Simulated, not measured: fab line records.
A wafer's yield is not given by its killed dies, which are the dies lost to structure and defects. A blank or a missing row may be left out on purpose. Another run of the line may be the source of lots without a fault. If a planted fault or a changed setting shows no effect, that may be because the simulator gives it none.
A lot that was struck, set against a sound lot || flow gf180mcu || 16 out of 602 route steps
Sound: these wafers, L976.1, L976.4, L976.6. Struck: wafers L987.2, L987.3. (L987.1 of the same lot was not struck and is left out.) The cause comes at the end.
Per side, at each step with rows, come the tool, then ch with its chambers, and then its first start. Under that, the readings that differ: sound wafers || struck wafers || difference of the means || sigmas: that difference in standard deviations of wafers without a fault.
alike: readings with means less than 2 such deviations apart, plus words and numbers identical on both sides. not compared: withheld readings, readings lacking a value on some wafer, bounds such as >300 that could conceal the same value, and numbers that have no deviation in the record and whose values overlap.
Wherever a step has rows on one side only, a row that says differs or no value, or a row with sigmas, the two part there. Non-overlapping numbers with no deviation appear without sigmas and do not part them. Lack of a reading on every wafer of one side parts them only where that side has two or more wafers.

GF_SAB_STRIP_13: strips in O2/N2.
  sound on plasma_asher-02 ch 0,1, day 16 03:09; struck on plasma_asher-04 ch 0, day 20 08:38
  alike: drypump_motor_current_A, heater_power_w, oes_product_au, strip_time_to_endpoint_s
  not compared: rf_hours_counter_h
then, 2 steps without rows for these wafers: GF_SALICIDE_CLEAN_00 (cleans in SC1/SC2, time 150 s); GF_SALICIDE_WET_ETCH_01 (etches SiO2 in dHF, target depth 5 nm, time 100 s).
GF_SALICIDE_SPUTTER_02: material Co, target thk 10 nm, time 20 s.
  sound: pvd_sputter-02 at day 16 03:20; struck: pvd_sputter-03 at day 20 08:49
  alike: throttle_valve_pct
GF_SALICIDE_SPUTTER_03: material TiN, target thk 20 nm, time 16.7 s.
  sound: pvd_sputter-02 at day 16 03:22; struck: pvd_sputter-03 at day 20 08:51
  alike: throttle_valve_pct
GF_SALICIDE_RS_MEAS_04: the measuring method here is four-point-probe.
  sound: film_metro-04 at day 16 03:23; struck: film_metro-03 at day 20 08:52
  alike: SALICIDE_TIN_RS
GF_SALICIDE_THK_MEAS_05: measures by xrf.
  sound: film_metro-04 at day 16 03:31; struck: film_metro-03 at day 20 08:59
  alike: SALICIDE_TIN_THK
GF_SALICIDE_RTA_06: time 30 s.
  sound on rtp_anneal-02 ch 0, day 16 03:34; struck on rtp_anneal-01 ch 0, day 20 09:03
{"reading": "lamp_power_pct (%)", "sound": "7.3 7.3 7.3", "struck": "6.2 6.2", "difference": -1.1, "sigmas": -2}
{"reading": "wafer_temp_C_max", "sound": "531.2 531.5 531.2", "struck": "533.3 533.3", "difference": "+2.0", "sigmas": "+2"}
then, 1 step without rows for these wafers: GF_SALICIDE_WET_ETCH_07 (etches the open film in SPM, target depth 120 nm).
GF_SALICIDE_RTA_08: time 30 s.
  sound on rtp_anneal-01 ch 0, day 16 03:46; struck on rtp_anneal-02 ch 0, day 20 09:14
  alike: lamp_power_pct, wafer_temp_C_max
then, 1 step without rows for these wafers: GF_CONTACT_CVD_00 (deposits SiO2, target thk 300 nm, time 50 s).
GF_CONTACT_THK_MEAS_01:
  sound: film_metro-02 at day 16 03:55; struck: film_metro-02 at day 20 09:23
  alike: CONTACT_CVD_00_THK
GF_CONTACT_CVD_02: deposits SiO2 from TEOS, target thk 860 nm, time 95.992 s.
  sound on pecvd-02 ch 0,1,2, day 16 03:59; struck on pecvd-02 ch 0,2, day 20 09:27
{"reading": "model.SiO2_of_CONTACT_CVD_02.thk_nm (nm)", "sound": "858.9 853.4 858.2", "struck": "680.6 671.4", "difference": -180.8, "sigmas": ""}
  alike: heater_power_outer_w, heater_power_w
GF_CONTACT_THK_MEAS_03:
  sound: film_metro-02 at day 16 04:03; struck: film_metro-04 at day 20 09:44
{"reading": "CONTACT_CVD_02_THK (nm)", "sound": "859 853 857", "struck": "680 672", "difference": -180, "sigmas": -15}
  not compared: hold
GF_CONTACT_CMP_04: polishes SiO2.
  sound on cmp-02 ch 0,2, day 16 04:07; struck on cmp-02 ch 0,1, day 20 14:01
{"reading": "hold", "sound": "- - -", "struck": "await_dispo/4.2h/release await_dispo/4.2h/release", "difference": "no value on the sound wafers", "sigmas": ""}
{"reading": "time_to_endpoint_s (s)", "sound": "110 109 113", "struck": "45 37", "difference": -70, "sigmas": -8}
  alike: motor_current_A, slurry_flow_ml_min
GF_CONTACT_BOW_MEAS_05:
  sound: film_metro-04 at day 16 04:25; struck: film_metro-04 at day 20 14:19
  alike: CONTACT_BOW

WHERE THEY PART
Last at GF_CONTACT_CMP_04 as far as this record goes, first at GF_SALICIDE_RTA_06. Later steps at which nothing parts them and some readings are alike: GF_CONTACT_BOW_MEAS_05.

WHY: what had been put in by the simulator
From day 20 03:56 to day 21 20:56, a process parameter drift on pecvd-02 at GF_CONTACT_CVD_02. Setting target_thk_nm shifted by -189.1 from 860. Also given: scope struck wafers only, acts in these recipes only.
